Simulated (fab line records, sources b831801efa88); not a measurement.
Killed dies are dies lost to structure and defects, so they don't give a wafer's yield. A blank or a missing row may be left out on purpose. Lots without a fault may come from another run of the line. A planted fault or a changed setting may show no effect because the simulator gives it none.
A struck lot beside a sound one | flow sky130 | 16 steps out of a route of 708
Sound: wafers L811.3, L811.4, L811.5. Struck: wafers L820.2, L820.4, L820.6. The cause comes at the end.
At each step with rows: each side's tool, then ch and its chambers, then its first start. Under that, the readings that differ: sound wafers | struck wafers | difference of the means | sigmas: that difference in standard deviations of wafers without a fault.
alike: readings whose means differ by less than 2 such deviations, and words and numbers that are the same on both sides. not compared: withheld readings, readings that some wafer has no value for, bounds like >300 that may hide the same value, and numbers for which the record gives no deviation and whose values overlap.
The two part at a step that has a row with sigmas, a row that says differs or no value, or rows on one side only. Numbers that don't overlap but have no deviation are shown without sigmas and don't part them. A reading that every wafer of one side lacks parts them only if that side has two wafers or more.

first, 3 steps without rows for these wafers: SKY_SONOS_TUNNEL_EXPOSE_04 (exposes mask TUNM, target cd 410 nm); SKY_SONOS_TUNNEL_PEB_05; SKY_SONOS_TUNNEL_DEVELOP_06 (develop time 60 s).
SKY_SONOS_TUNNEL_CD_MEAS_07: target cd 410 nm.
  sound on cd_sem-01, day 13 05:10; struck on cd_sem-02, day 16 08:51
  reading    | sound             | struck            | difference | sigmas
  cd_nm (nm) | 414.6 413.7 411.1 | 407.2 406.6 406.8 | -6.3       | -3
SKY_SONOS_TUNNEL_OVL_MEAS_08:
  sound on overlay-02, day 13 05:16; struck on overlay-01, day 16 08:58
  alike: SONOS_TUNNEL_OVL
then, 3 steps without rows for these wafers: SKY_SONOS_TUNNEL_IMPLANT_09; SKY_SONOS_TUNNEL_WET_ETCH_10 (etches SiO2 in dHF, target depth 14 nm, time 280 s); SKY_SONOS_TUNNEL_STRIP_11 (strips in SPM, time 600 s).
SKY_SONOS_TUNNEL_TW_MEAS_12:
  sound on film_metro-03, day 13 05:43; struck on film_metro-02, day 16 09:26
  alike: SONOS_TUNNEL_TW
then, 2 steps without rows for these wafers: SKY_SONOS_TUNNEL_CLEAN_13 (cleans in dHF, time 20 s); SKY_SONOS_ONO_OXIDATION_00 (stabilise 600 s, purge 300 s, target thk 2.6 nm).
SKY_SONOS_ONO_THK_MEAS_01:
  sound on film_metro-03, day 13 07:50; struck on film_metro-03, day 16 12:08
  reading                      | sound          | struck         | difference | sigmas
  SONOS_ONO_OXIDATION_THK (nm) | 2.60 2.54 2.55 | 2.68 2.65 2.71 | +0.12      | +2
SKY_SONOS_ONO_CVD_02: deposits Si3N4 from DCS/NH3, target thk 10.5 nm, time 180 s.
  sound on lpcvd-02 ch 0, day 13 11:32; struck on lpcvd-02 ch 0, day 16 12:11
  reading                                     | sound             | struck            | difference | sigmas
  spike_tc_bottom_C (C)                       | 788.5 786.5 787.3 | 804.9 804.1 807.0 | +17.9      | +9
  spike_tc_centre_C (C)                       | 772.4 772.9 771.9 | 789.9 789.1 790.2 | +17.3      | +12
  spike_tc_lower_C (C)                        | 768.0 770.4 770.2 | 788.3 787.4 786.4 | +17.8      | +16
  spike_tc_top_C (C)                          | 777.8 775.3 775.1 | 792.6 793.1 795.0 | +17.5      | +11
  spike_tc_upper_C (C)                        | 770.5 768.7 769.1 | 785.8 787.9 787.2 | +17.5      | +13
  susceptor_temp_C (C)                        | 768.9 769.1 769.4 | 788.4 788.1 788.1 | +19.1      | +53
  model.Si3N4_of_SONOS_ONO_CVD_02.thk_nm (nm) | 10.52 10.56 10.63 | 14.8 14.87 14.66  | +4.2       |
  alike: pressure_mtorr, zone_power_top_pct
SKY_SONOS_ONO_THK_MEAS_03:
  sound on film_metro-03, day 13 12:37; struck on film_metro-02, day 16 13:14
  reading                   | sound             | struck            | difference | sigmas
  SONOS_ONO_CVD_02_THK (nm) | 10.53 10.54 10.65 | 14.79 14.83 14.67 | +4.19      | +32
then, 1 step without rows for these wafers: SKY_SONOS_ONO_CVD_04 (deposits SiO2 from SiH4/N2O, target thk 5.7199 nm).
-- the record jumps here: 33 days lie between the struck wafers' starts before and after (it left off in module SONOS_ONO and takes up again in module PAD_OPEN, whose first step shown is number 708 of the route) --
SKY_PAD_OPEN_PROBE_99:
  sound on prober-01, day 47 09:02; struck on prober-01, day 49 07:55
  reading                                | sound                        | struck                        | difference | sigmas
  model.etest.nfet_16v.r_on_ohm_um       | 1.47e+04 1.443e+04 1.462e+04 | 1.756e+04 1.767e+04 1.761e+04 | +3.030e+03 |
  model.etest.pfet_16v.r_on_ohm_um       | 1.522e+04 1.5e+04 1.495e+04  | 1.623e+04 1.657e+04 1.623e+04 | +1.287e+03 |
  model.etest.pfet_g5v0d10v5.r_on_ohm_um | 4818 4750 4791               | 5412 5380 5436                | +623       |
  model.etest.nfet_g5v0d10v5.r_on_ohm_um | 1914 1899 1931               | 2421 2428 2466                | +524       |
  model.etest.nfet_g5v0d10v5.drive_ua_um | 585 594 586.7                | 401.3 400.8 400.2             | -187.8     |
  model.etest.tip_sonos.rs_ohm_sq        | 2819 2779 2834               | 2847 2861 2846                | +41        |
  model.etest.nfet_05v0_nvt.drive_ua_um  | 555.7 561.2 560              | 425.8 426.4 422.1             | -134.2     |
  model.etest.sonos_erased.drive_ua_um   | 201 216.9 212.8              | 52.28 62.64 48.54             | -155.75    |
  alike: killed_at_M0_to_M3, killed_at_M4_up, killed_at_contacts, killed_at_front_end, killed_at_other, killed_dies, killed_open, killed_short

WHERE THEY PART
First at SKY_SONOS_TUNNEL_CD_MEAS_07; last, within this record, at SKY_SONOS_ONO_THK_MEAS_03. Later steps at which nothing parts them and some readings are alike: SKY_PAD_OPEN_PROBE_99.

WHY: what the simulator had put in
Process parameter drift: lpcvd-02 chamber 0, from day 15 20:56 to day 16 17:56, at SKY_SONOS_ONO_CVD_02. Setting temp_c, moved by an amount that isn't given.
